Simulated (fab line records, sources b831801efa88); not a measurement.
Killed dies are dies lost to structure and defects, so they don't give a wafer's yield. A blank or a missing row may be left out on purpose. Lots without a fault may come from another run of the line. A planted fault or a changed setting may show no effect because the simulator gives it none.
Which tool did it? | flow sky130 | 13 lots, 39 wafers sampled, at 2 steps of a route of 708

WHAT THE GAUGES READ, wafer by wafer
SKY_SD_N_CD_MEAS_07: target cd 380 nm. Usual: cd_nm 379.9 nm, standard deviation 2.6.
lot  | measured     | on        | cd_nm (nm)        | flag
L641 | day 28 09:43 | cd_sem-01 | 384.5 381.4 381.1 |
L642 | day 28 18:02 | cd_sem-02 | 379.9 379.0 380.0 |
L645 | day 29 14:56 | cd_sem-01 | 378.3 377.9 376.2 |
L647 | day 31 00:41 | cd_sem-02 | 380.5 381.4 381.8 |
L648 | day 31 03:09 | cd_sem-01 | 381.4 383.4 382.0 |
L650 | day 31 17:17 | cd_sem-02 | 379.2 379.9 379.0 |
L652 | day 31 21:06 | cd_sem-02 | 377.9 375.7 378.4 |
L655 | day 32 23:47 | cd_sem-01 | 335.7 334.6 336.5 | OFF
L659 | day 34 02:08 | cd_sem-01 | 380.4 381.4 378.7 |
L660 | day 34 08:23 | cd_sem-01 | 377.0 377.6 375.4 |
L661 | day 34 16:37 | cd_sem-02 | 381.5 383.5 384.2 |
L662 | day 35 09:13 | cd_sem-02 | 376.6 377.4 378.0 |
L663 | day 35 13:17 | cd_sem-01 | 377.9 379.0 376.4 |

WHICH TOOL RAN EACH LOT (tool, then ch and the chambers of the sampled wafers, then the start)
lot  | SKY_SD_N_EXPOSE_04
L641 | iline_stepper-01 ch 0, day 27 20:40
L642 | iline_stepper-02 ch 0, day 28 04:07
L645 | iline_stepper-02 ch 0, day 29 01:03
L647 | iline_stepper-01 ch 0, day 30 11:59
L648 | iline_stepper-02 ch 0, day 30 14:26
L650 | iline_stepper-01 ch 0, day 31 03:53
L652 | iline_stepper-02 ch 0, day 31 07:16
L655 | iline_stepper-02 ch 0, day 32 10:04
L659 | iline_stepper-01 ch 0, day 33 12:30
L660 | iline_stepper-01 ch 0, day 33 18:32
L661 | iline_stepper-01 ch 0, day 34 04:01
L662 | iline_stepper-01 ch 0, day 34 19:55
L663 | iline_stepper-02 ch 0, day 35 00:01
- SKY_SD_N_EXPOSE_04: exposes mask NSDM, target cd 380 nm.

WHAT THE TOOLS THEMSELVES READ (means of the sampled wafers that have a number; where no wafer has one, the mark that the record gives instead)
SKY_SD_N_EXPOSE_04. Usual: stage_vel_mm_s 499.95 mm/s, standard deviation 0.26.
lot  | tool             | stage_vel_mm_s (mm/s) | flag
L641 | iline_stepper-01 | 500.04                |
L642 | iline_stepper-02 | 500.02                |
L645 | iline_stepper-02 | 500.24                |
L647 | iline_stepper-01 | 500.03                |
L648 | iline_stepper-02 | 499.55                |
L650 | iline_stepper-01 | 500.15                |
L652 | iline_stepper-02 | 499.93                |
L655 | iline_stepper-02 | 499.93                |
L659 | iline_stepper-01 | 499.84                |
L660 | iline_stepper-01 | 499.73                |
L661 | iline_stepper-01 | 499.90                |
L662 | iline_stepper-01 | 500.08                |
L663 | iline_stepper-02 | 500.47                |

THE ANSWER, worked out from the rows above alone
Rule: a lot is off if the mean of its wafers that have a number lies more than 3 standard deviations from the usual mean. A lot without any number at a reading at which 4 lots or more have one is off too. The other lots that the step has rows for count as sound. The gauges are gone through in route order, then the tools' own readings, and for those a lot's mean is taken as printed above. The first step at which some lot is off is used, and at that step the reading that is off furthest; a lot without a number counts as furthest.
Off: L655, at SKY_SD_N_CD_MEAS_07 (cd_nm).
A tool fits if, at a process step before that reading, it ran every lot that is off, and no sound lot after the first of them. The gauges at SKY_SD_N_CD_MEAS_07 are tried like those tools. None of those tried fits.

WHAT THE SIMULATOR HAD PUT IN
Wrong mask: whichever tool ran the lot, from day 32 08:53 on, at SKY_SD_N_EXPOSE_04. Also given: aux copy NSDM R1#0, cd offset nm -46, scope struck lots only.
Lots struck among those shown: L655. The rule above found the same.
